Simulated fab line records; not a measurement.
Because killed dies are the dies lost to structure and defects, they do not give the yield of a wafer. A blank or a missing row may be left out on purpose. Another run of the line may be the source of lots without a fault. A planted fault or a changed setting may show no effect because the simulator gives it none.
fab line records    flow gf180mcu
record: lots: 15  wafers: 42  last_day: 34
route steps=602 shown POLY_GATE@170 HV_LDD@183
lots that met no fault: from a run of the same line without faults
start_h: the number of hours between the record's first day and the start of the first shown wafer of the lot    wait_h: hours elapsed since this lot's preceding step    " same as the row above    L1.1+2: a row that stands for several wafers    - value missing, or start not given    * or withheld: withheld    < > ~ a bound
route shown NAME@n: NAME is a module with steps in the file, n the number in the route of the first one    usual: average and standard deviation across the fault-free wafers    same: alike in all rows    chamber/n: place in a boat    sites: each site's reading    _std_site: standard deviation of those values    _edge_site: the outer-site mean with the inner-site mean subtracted    radius_mm: for every site, how far away it sits from the centre of the wafer    mask NAME#n: copy n    behind: the tool/chamber that last shaped the wafer    hold: why the lot went on hold/how many hours it stayed there/how the hold came to an end    device: which transistor (n, p or np) failed to switch    end of line: tests run on the same wafers once the route is complete    a step with no rows: only its recipe    killed: not the wafer's yield, but the dies lost to structure and defects at the first sort    map: dies across one wafer; x = killed, . = not, _ = none there
set.NAME: the setting that was run; set.NAME@STEP: the one run at that earlier step    model.NAME: the simulator's own value behind a step, which no gauge read
one table for each step of the route and one row for each wafer, over a sample of lots
services: a tool's chamber out of use, with start hour (start_h, from the record's first day; less than 0 if before it), hours out, and reason
== steps ==
step: GF_POLY_GATE_ETCH_13
recipe: target: poly-Si  target_depth_nm: 198.5  stop_on: SiO2  over_etch_frac: 0.403  chemistry: HBr/Cl2  icp_w: 400  bias_w: 100  pressure_mtorr: 10  HBr_flow_sccm: 150  Cl2_flow_sccm: 50  time_s: 69.6
usual: bias_w: 100.0/0.31  drypump_motor_current_A: 5.8/0.48  oes_product_au: 0.990/0.0072  throttle_valve_pct: 33.685/0.01
lot.wafer  tool       chamber  start_h  wait_h  bias_w  drypump_motor_current_A  oes_product_au  rf_hours_counter_h  throttle_valve_pct
L669.1     rie_si-01  3        207.44   -       100.1   6.0                      0.994           41                  33.680
L669.4     "          0        "        "       100.1   5.3                      0.996           2                   33.690
L669.5     "          1        "        "       99.8    5.2                      0.982           -                   33.691
L670.2     rie_si-02  1        217.39   -       100.1   5.4                      0.990           5                   33.675
L670.3     "          3        "        "       99.6    6.6                      0.995           37                  33.685
L670.6     "          2        "        "       99.5    5.6                      0.994           -                   33.688
L671.1     rie_si-01  1        217.91   -       99.8    5.2                      0.987           4                   33.693
L671.5     "          2        "        "       100.5   5.7                      0.995           -                   33.693
L671.6     "          3        "        "       99.7    6.0                      1.000           -                   33.679
L672.1     rie_si-01  1        224.01   -       99.6    5.2                      0.981           4                   33.690
L672.3     "          0        "        "       99.8    5.3                      0.992           3                   33.666
L672.6     "          1        "        "       99.8    5.2                      0.985           -                   33.685
L674.2     rie_si-01  0        227.14   -       99.7    5.3                      0.998           3                   33.686
L674.4     "          1        "        "       100.1   5.2                      1.001           4                   33.686
L674.5     "          0        "        "       100.0   5.3                      1.000           -                   33.688
L676.3     rie_si-02  3        247.31   -       99.8    6.6                      0.996           37                  33.691
L676.4     "          2        "        "       99.9    5.6                      1.002           56                  33.692
L676.5     "          0        "        "       99.9    6.5                      0.977           -                   33.703
L678.2     rie_si-02  3        257.63   -       99.8    6.6                      0.987           37                  33.688
L678.3     "          1        "        "       100.2   5.5                      0.982           6                   33.674
L678.5     "          1        "        "       100.3   5.4                      0.983           -                   33.683
L679.2     rie_si-01  1        268.94   -       99.9    5.2                      0.989           5                   33.688
L679.3     "          2        "        "       99.4    5.7                      1.004           4                   33.684
L679.4     "          3        "        "       100.2   6.0                      0.993           42                  33.684
L680.1     rie_si-01  3        278.41   -       99.9    6.0                      0.997           42                  33.680
L680.3     "          1        "        "       100.5   5.2                      0.996           5                   33.698
L680.6     "          1        "        "       100.0   5.2                      0.995           -                   33.676
L681.3     rie_si-01  2        283.65   -       100.1   5.7                      0.985           5                   33.683
L681.4     "          3        "        "       100.9   6.1                      0.998           42                  33.687
L681.5     "          0        "        "       100.3   5.3                      0.997           -                   33.674
L683.1     rie_si-02  2        295.36   -       100.2   5.6                      0.988           56                  33.666
L683.3     "          0        "        "       100.3   6.4                      0.970           87                  33.696
L683.6     "          1        "        "       99.5    5.4                      0.974           -                   33.693
L689.5     rie_si-01  1        340.52   -       99.2    5.2                      0.992           -                   33.697
L689.6     "          0        "        "       100.1   5.3                      0.993           -                   33.697
L690.5     rie_si-02  2        351.43   -       99.9    5.7                      0.990           -                   33.673
L690.6     "          1        "        "       100.5   5.5                      0.990           -                   33.679
L691.3     rie_si-01  0        353.40   -       100.1   5.3                      0.991           4                   33.689
L691.4     "          2        "        "       99.7    5.7                      0.993           5                   33.694
L692.1     rie_si-02  2        362.25   -       99.4    5.6                      0.997           57                  33.681
L692.4     "          3        "        "       99.9    6.6                      0.991           38                  33.684
L692.5     "          0        "        "       100.1   6.5                      0.982           -                   33.675
step: GF_HV_LDD_CD_MEAS_07
recipe: target_cd_nm: 400
usual: cd_nm: 401.5/2
lot.wafer  tool       chamber  start_h  wait_h  cd_nm
L669.1     cd_sem-02  -        227.05   0.1     401.9
L669.4     "          -        "        "       399.9
L669.5     "          -        "        "       398.6
L670.2     cd_sem-02  -        236.72   0.1     405.9
L670.3     "          -        "        "       404.6
L670.6     "          -        "        "       405.7
L671.1     cd_sem-01  -        237.15   0.1     406.1
L671.5     "          -        "        "       402.6
L671.6     "          -        "        "       404.3
L672.1     cd_sem-02  -        243.90   0.1     402.3
L672.3     "          -        "        "       403.6
L672.6     "          -        "        "       403.3
L674.2     cd_sem-01  -        248.37   0.1     401.9
L674.4     "          -        "        "       401.6
L674.5     "          -        "        "       401.9
L676.3     cd_sem-01  -        268.14   0.1     405.2
L676.4     "          -        "        "       403.6
L676.5     "          -        "        "       403.5
L678.2     cd_sem-01  -        278.72   0.1     403.9
L678.3     "          -        "        "       402.9
L678.5     "          -        "        "       403.5
L679.2     cd_sem-02  -        290.72   0.1     403.1
L679.3     "          -        "        "       401.6
L679.4     "          -        "        "       399.6
L680.1     cd_sem-02  -        300.35   0.1     399.4
L680.3     "          -        "        "       398.0
L680.6     "          -        "        "       398.6
L681.3     cd_sem-01  -        305.69   0.1     402.1
L681.4     "          -        "        "       401.4
L681.5     "          -        "        "       402.4
L683.1     cd_sem-02  -        318.60   0.1     402.9
L683.3     "          -        "        "       400.9
L683.6     "          -        "        "       402.0
L689.5     cd_sem-01  -        364.63   0.1     403.2
L689.6     "          -        "        "       400.8
L690.5     cd_sem-01  -        374.43   0.1     397.7
L690.6     "          -        "        "       400.2
L691.3     cd_sem-02  -        376.94   0.1     404.7
L691.4     "          -        "        "       403.4
L692.1     cd_sem-01  -        386.55   0.1     400.3
L692.4     "          -        "        "       401.4
L692.5     "          -        "        "       402.0
step: GF_HV_LDD_COAT_26
recipe: resist: NOVOLAK  spin_rpm: 3000  resist_thk_nm: 1000
lot.wafer   tool            chamber  start_h  wait_h
L669.1+4+5  litho_track-04  0        255.30   0.1
L670.2+3+6  litho_track-01  0        265.07   0.1
L671.1+5+6  litho_track-03  0        265.35   0.1
L672.1+3+6  litho_track-03  0        273.00   0.1
L674.2+4+5  litho_track-01  0        277.02   0.1
L676.3+4+5  litho_track-01  0        297.45   0.1
L678.2+3+5  litho_track-03  0        309.37   0.1
L679.2+3+4  litho_track-01  0        322.02   0.1
L680.1+3+6  litho_track-03  0        331.90   0.1
L681.3+4+5  litho_track-01  0        337.30   0.1
L683.1+3+6  litho_track-04  0        350.85   0.1
L689.5+6    litho_track-03  0        398.75   0.1
L690.5+6    litho_track-03  0        408.80   0.1
L691.3+4    litho_track-03  0        411.50   0.1
L692.1+4+5  litho_track-04  0        421.50   0.1
step: GF_HV_LDD_STRIP_37
recipe: chemistry: O2/N2  power_w: 1400  pressure_mtorr: 1500  platen_temp_c: 250  o2_flow_sccm: 3000  n2_flow_sccm: 300  overash_fraction: 0.5
usual: drypump_motor_current_A: 5.9/0.38  heater_power_w: 324/13  oes_product_au: 0.716/0.0045  strip_time_to_endpoint_s: 12.64/0.036
lot.wafer  tool             chamber  start_h  wait_h  drypump_motor_current_A  heater_power_w  oes_product_au  rf_hours_counter_h  strip_time_to_endpoint_s
L669.1     plasma_asher-01  0        265.50   0.1     5.9                      322             0.709           48                  12.64
L669.4     "                1        "        "       5.4                      307             0.712           -                   12.61
L669.5     "                1        "        "       5.3                      313             0.720           -                   12.62
L670.2     plasma_asher-03  1        275.75   0.1     6.0                      325             0.722           51                  12.62
L670.3     "                1        "        "       6.0                      319             0.718           -                   12.65
L670.6     "                1        "        "       6.1                      319             0.716           -                   12.60
L671.1     plasma_asher-03  1        276.40   0.1     6.0                      325             0.712           51                  12.63
L671.5     "                0        "        "       6.4                      341             0.723           -                   12.65
L671.6     "                1        "        "       6.0                      327             0.720           -                   12.62
L672.1     plasma_asher-03  0        283.50   0.1     6.5                      344             0.717           52                  12.70
L672.3     "                1        "        "       6.0                      327             0.711           -                   12.68
L672.6     "                1        "        "       6.1                      325             0.711           -                   12.67
L674.2     plasma_asher-03  1        287.85   0.1     6.0                      330             0.715           52                  12.65
L674.4     "                1        "        "       6.0                      314             0.717           -                   12.66
L674.5     "                1        "        "       6.0                      324             0.709           -                   12.67
L676.3     plasma_asher-03  0        308.69   0.1     6.5                      332             0.708           -                   12.60
L676.4     "                1        "        "       6.1                      322             0.717           -                   12.61
L676.5     "                1        "        "       6.0                      317             0.720           -                   12.60
L678.2     plasma_asher-01  1        320.35   0.1     5.3                      309             0.716           55                  12.65
L678.3     "                0        "        "       5.9                      322             0.716           -                   12.66
L678.5     "                1        "        "       5.3                      312             0.712           -                   12.69
L679.2     plasma_asher-03  1        333.25   0.1     6.0                      325             0.718           59                  12.58
L679.3     "                0        "        "       6.5                      330             0.714           -                   12.59
L679.4     "                1        "        "       6.0                      321             0.721           -                   12.64
L680.1     plasma_asher-02  1        343.01   0.1     5.7                      347             0.711           19                  12.59
L680.3     "                1        "        "       5.7                      345             0.719           -                   12.67
L680.6     "                1        "        "       5.7                      344             0.713           -                   12.64
L681.3     plasma_asher-01  1        348.44   0.1     5.3                      304             0.719           -                   12.59
L681.4     "                0        "        "       5.9                      326             0.711           -                   12.56
L681.5     "                0        "        "       5.9                      327             0.716           -                   12.66
L683.1     plasma_asher-01  0        362.50   0.1     5.9                      319             0.714           60                  12.60
L683.3     "                1        "        "       5.3                      318             0.721           -                   12.59
L683.6     "                0        "        "       5.9                      329             0.714           -                   12.58
L689.5     plasma_asher-01  0        411.37   0.1     5.9                      323             0.717           -                   12.62
L689.6     "                1        "        "       5.3                      310             0.718           -                   12.39
L690.5     plasma_asher-01  1        421.53   0.1     5.3                      309             0.712           -                   12.65
L690.6     "                0        "        "       5.9                      328             0.712           -                   12.39
L691.3     plasma_asher-02  0        424.53   0.1     6.0                      311             0.715           -                   12.40
L691.4     "                1        "        "       5.7                      343             0.713           -                   12.67
L692.1     plasma_asher-01  0        434.45   0.1     5.9                      323             0.717           67                  12.61
L692.4     "                1        "        "       5.4                      316             0.715           -                   12.66
L692.5     "                1        "        "       5.3                      313             0.709           -                   12.66
step: GF_HV_LDD_THK_MEAS_55
recipe: reads: SiO2_of_HV_LDD_CVD_54
usual: HV_LDD_CVD_54_THK: 10.03/0.16
lot.wafer  tool           chamber  start_h  wait_h  HV_LDD_CVD_54_THK[nm]
L669.1     film_metro-02  -        286.78   0.0     9.88
L669.4     "              -        "        "       9.96
L669.5     "              -        "        "       9.89
L670.2     film_metro-03  -        297.43   0.0     9.85
L670.3     "              -        "        "       9.94
L670.6     "              -        "        "       9.82
L671.1     film_metro-02  -        298.44   0.0     9.92
L671.5     "              -        "        "       10.06
L671.6     "              -        "        "       9.87
L672.1     film_metro-04  -        305.50   0.0     10.15
L672.3     "              -        "        "       10.16
L672.6     "              -        "        "       10.07
L674.2     film_metro-03  -        310.04   0.0     9.80
L674.4     "              -        "        "       9.88
L674.5     "              -        "        "       9.95
L676.3     film_metro-04  -        331.15   0.0     10.28
L676.4     "              -        "        "       10.22
L676.5     "              -        "        "       10.16
L678.2     film_metro-02  -        343.28   0.0     9.95
L678.3     "              -        "        "       10.03
L678.5     "              -        "        "       10.10
L679.2     film_metro-04  -        356.28   0.0     10.17
L679.3     "              -        "        "       10.21
L679.4     "              -        "        "       10.18
L680.1     film_metro-02  -        366.72   0.0     9.77
L680.3     "              -        "        "       9.77
L680.6     "              -        "        "       9.73
L681.3     film_metro-04  -        372.09   0.0     10.02
L681.4     "              -        "        "       9.98
L681.5     "              -        "        "       10.03
L683.1     film_metro-02  -        385.87   0.0     10.11
L683.3     "              -        "        "       9.98
L683.6     "              -        "        "       10.06
L689.5     film_metro-02  -        436.96   0.0     9.94
L689.6     "              -        "        "       10.16
L690.5     film_metro-04  -        447.96   0.0     10.18
L690.6     "              -        "        "       10.30
L691.3     film_metro-02  -        450.64   0.0     10.28
L691.4     "              -        "        "       10.30
L692.1     film_metro-03  -        460.47   0.0     9.95
L692.4     "              -        "        "       9.99
L692.5     "              -        "        "       10.11
== services ==
tool             chamber  start_h  hours  kind
rie_si-01        0        191.21   5.2    repair
plasma_asher-01  -        199.48   0.6    repair
rie_si-02        -        199.99   1.0    repair
plasma_asher-03  -        208.36   0.5    repair
plasma_asher-03  -        213.73   0.3    repair
rie_si-02        3        217.95   2.5    repair
rie_si-02        2        221.72   10.4   repair
plasma_asher-03  -        246.89   0.9    repair
plasma_asher-01  -        273.58   0.8    repair
plasma_asher-02  -        285.41   55.8   repair
rie_si-02        1        300.16   15.9   repair
litho_track-01   -        315.67   -      consumable_replace:filter
rie_si-01        3        356.86   3.4    repair
rie_si-02        0        366.97   -      clean
rie_si-02        0        366.97   25.6   scheduled_down
rie_si-02        0        366.97   25.6   vent_cycle
rie_si-02        3        388.64   3.2    repair
== key ==
first_sign: step: GF_HV_LDD_STRIP_37  reading: strip_time_to_endpoint_s  direction: down  sigmas: 6.7  usual: *  struck: *
effect none on later readings
met_at GF_HV_LDD_COAT_26
struck_lots L689,L690,L691
struck_wafers L689.6,L690.6,L691.3
sort_left_out L689.6,L690.6
tester_left_out L689,L690,L691
not_acting_at GF_POLY_GATE_ETCH_13,GF_HV_LDD_CD_MEAS_07,GF_HV_LDD_THK_MEAS_55
onset_between 331.90 398.75
fault: kind: process_parameter_drift  tool: litho_track-03  chamber: -  onset_h: 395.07  steps: GF_HV_LDD_COAT_26  channel: resist_thk_nm  offset: *  shape: step  end_h: 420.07  scope: struck_wafers_only  acts_in: *  stated: *
tester_left_out: of these lots the tester's yield and bins aren't shown, on N5 and GAA mostly nor the transistor test; their killed dies are dies lost to structure and defects alone, not to doping, threshold or leakage, so they don't give the yield
sort_left_out: the simulated sort isn't trusted on such a fault, so these wafers' sort isn't shown, and their yield isn't known
